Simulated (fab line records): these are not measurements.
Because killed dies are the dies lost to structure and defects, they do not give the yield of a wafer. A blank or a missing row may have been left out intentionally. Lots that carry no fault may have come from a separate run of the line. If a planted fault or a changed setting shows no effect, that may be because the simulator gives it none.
Comparing a struck lot with a sound one / flow sky130 / 43 steps out of a route of 708
Sound: these wafers, L627.1, L627.2, L627.6. Wafers struck: L635.1, L635.4, L635.5. The cause is named last.
At each step with rows: each side's tool, then ch and its chambers, then its first start. Under that, the readings that differ: sound wafers / struck wafers / difference of the means / sigmas: that difference in standard deviations of wafers without a fault.
alike: readings with means less than 2 such deviations apart, plus words and numbers identical on both sides. not compared: withheld readings, readings lacking a value on some wafer, bounds such as >300 that could conceal the same value, and numbers that have no deviation in the record and whose values overlap.
The two part at a step that has a row with sigmas, a row that says differs or no value, or rows on one side only. Non-overlapping numbers with no deviation appear without sigmas and do not part them. A reading that every wafer of one side lacks parts them only if that side has two wafers or more.

first, 1 step without rows for these wafers: SKY_VT_ADJUST_HVTR_IMPLANT_09.
SKY_VT_ADJUST_HVTR_STRIP_10: strips in O2/N2.
  sound on plasmaAsher-04 ch 0,1, day 9 21:04; struck on plasmaAsher-04 ch 0,1, day 12 16:22
  alike: chamberPressureMTorr, drypumpMotorCurrentA, oesProductAu, stripTimeToEndpointS
  not compared: rfHoursCounterH
SKY_VT_ADJUST_HVTR_TW_MEAS_11:
  sound on filmMetro-01 at day 9 21:10; struck on filmMetro-04 at day 12 16:28
  alike: VT_ADJUST_HVTR_TW
then, 7 steps without rows for these wafers: SKY_VT_ADJUST_PCH_DEHYDRATE_00 (time 60 s); SKY_VT_ADJUST_PCH_HMDS_01 (prime time 60 s); SKY_VT_ADJUST_PCH_COAT_02 (resist thk 3000 nm); SKY_VT_ADJUST_PCH_SOFTBAKE_03; SKY_VT_ADJUST_PCH_EXPOSE_04 (exposes mask NWM, target cd 840 nm); SKY_VT_ADJUST_PCH_PEB_05; SKY_VT_ADJUST_PCH_DEVELOP_06 (develop time 60 s).
SKY_VT_ADJUST_PCH_OVL_MEAS_07:
  sound on overlay-02 at day 10 19:22; struck on overlay-02 at day 13 17:52
  alike: VT_ADJUST_PCH_OVL
next, for these wafers, 1 step has no rows: SKY_VT_ADJUST_PCH_IMPLANT_08.
SKY_VT_ADJUST_PCH_STRIP_09: strips in O2/N2.
  sound on plasmaAsher-04 ch 0,1, day 10 19:33; struck on plasmaAsher-04 ch 0,1, day 13 18:03
  alike: chamberPressureMTorr, drypumpMotorCurrentA, oesProductAu, stripTimeToEndpointS
  not compared: rfHoursCounterH
SKY_VT_ADJUST_PCH_TW_MEAS_10:
  sound on filmMetro-03 at day 10 19:39; struck on filmMetro-01 at day 13 18:09
reading=VT_ADJUST_PCH_TW; sound=144.7 144.7 145.5; struck=142.0 142.6 142.7; difference=-2.5; sigmas=-2
then, 7 steps without rows for these wafers: SKY_SONOS_TUNNEL_DEHYDRATE_00 (time 60 s); SKY_SONOS_TUNNEL_HMDS_01 (prime time 60 s); SKY_SONOS_TUNNEL_COAT_02 (resist thk 1140 nm); SKY_SONOS_TUNNEL_SOFTBAKE_03 (time 60 s); SKY_SONOS_TUNNEL_EXPOSE_04 (exposes mask TUNM, target cd 410 nm); SKY_SONOS_TUNNEL_PEB_05; SKY_SONOS_TUNNEL_DEVELOP_06 (develop time 60 s).
SKY_SONOS_TUNNEL_CD_MEAS_07: the cd target is 410 nm.
  sound on cdSem-02 at day 11 19:13; struck on cdSem-01 at day 14 20:22
  alike: cdNm
SKY_SONOS_TUNNEL_OVL_MEAS_08:
  sound on overlay-01 at day 11 19:20; struck on overlay-01 at day 14 20:29
  alike: SONOS_TUNNEL_OVL
then, 3 steps without rows for these wafers: SKY_SONOS_TUNNEL_IMPLANT_09; SKY_SONOS_TUNNEL_WET_ETCH_10 (etches SiO2 in dHF, target depth 14 nm, time 280 s); SKY_SONOS_TUNNEL_STRIP_11 (strips in SPM, time 600 s).
SKY_SONOS_TUNNEL_TW_MEAS_12:
  sound on filmMetro-02 at day 11 19:47; struck on filmMetro-03 at day 14 20:56
  alike: SONOS_TUNNEL_TW
then, 2 steps without rows for these wafers: SKY_SONOS_TUNNEL_CLEAN_13 (cleans in dHF, time 20 s); SKY_SONOS_ONO_OXIDATION_00 (stabilise 600 s, purge 300 s, target thk 2.6 nm).
SKY_SONOS_ONO_THK_MEAS_01:
  sound on filmMetro-03 at day 11 21:44; struck on filmMetro-01 at day 14 23:26
reading=SONOS_ONO_OXIDATION_THK (nm); sound=2.65 2.64 2.63; struck=2.50 2.44 2.47; difference=-0.17; sigmas=-3
then, 1 step without rows for these wafers: SKY_SONOS_ONO_CVD_02 (deposits Si3N4 from DCS/NH3, target thk 10.5 nm, time 180 s).
SKY_SONOS_ONO_THK_MEAS_03:
  sound on filmMetro-03 at day 11 22:51; struck on filmMetro-04 at day 15 01:25
  alike: SONOS_ONO_CVD_02_THK
then, 1 step without rows for these wafers: SKY_SONOS_ONO_CVD_04 (deposits SiO2 from SiH4/N2O, target thk 5.7199 nm).
SKY_SONOS_ONO_THK_MEAS_05:
  sound on filmMetro-03 at day 12 00:10; struck on filmMetro-03 at day 15 02:43
  alike: SONOS_ONO_CVD_04_THK
then, 7 steps without rows for these wafers: SKY_SONOS_ONO_DEHYDRATE_06 (time 60 s); SKY_SONOS_ONO_HMDS_07 (prime time 60 s); SKY_SONOS_ONO_COAT_08 (resist thk 1140 nm); SKY_SONOS_ONO_SOFTBAKE_09 (time 60 s); SKY_SONOS_ONO_EXPOSE_10 (exposes mask ONOM, target cd 410 nm); SKY_SONOS_ONO_PEB_11; SKY_SONOS_ONO_DEVELOP_12 (develop time 60 s).
SKY_SONOS_ONO_CD_MEAS_13: the cd target is 410 nm.
  sound on cdSem-01 at day 13 00:16; struck on cdSem-02 at day 16 05:49
  alike: cdNm
-- the record jumps here: 32 days lie between the struck wafers' starts before and after (it left off in module SONOS_ONO and takes up again in module PAD_OPEN, whose first step shown is number 708 of the route) --
SKY_PAD_OPEN_PROBE_99:
  the record has rows for the struck wafers here (prober-01, day 48 16:37) and none for the sound ones

== WHERE THEY PART ==
At SKY_VT_ADJUST_PCH_TW_MEAS_10 first; at SKY_PAD_OPEN_PROBE_99 last (within this record only).

WHY: what the simulator had put in
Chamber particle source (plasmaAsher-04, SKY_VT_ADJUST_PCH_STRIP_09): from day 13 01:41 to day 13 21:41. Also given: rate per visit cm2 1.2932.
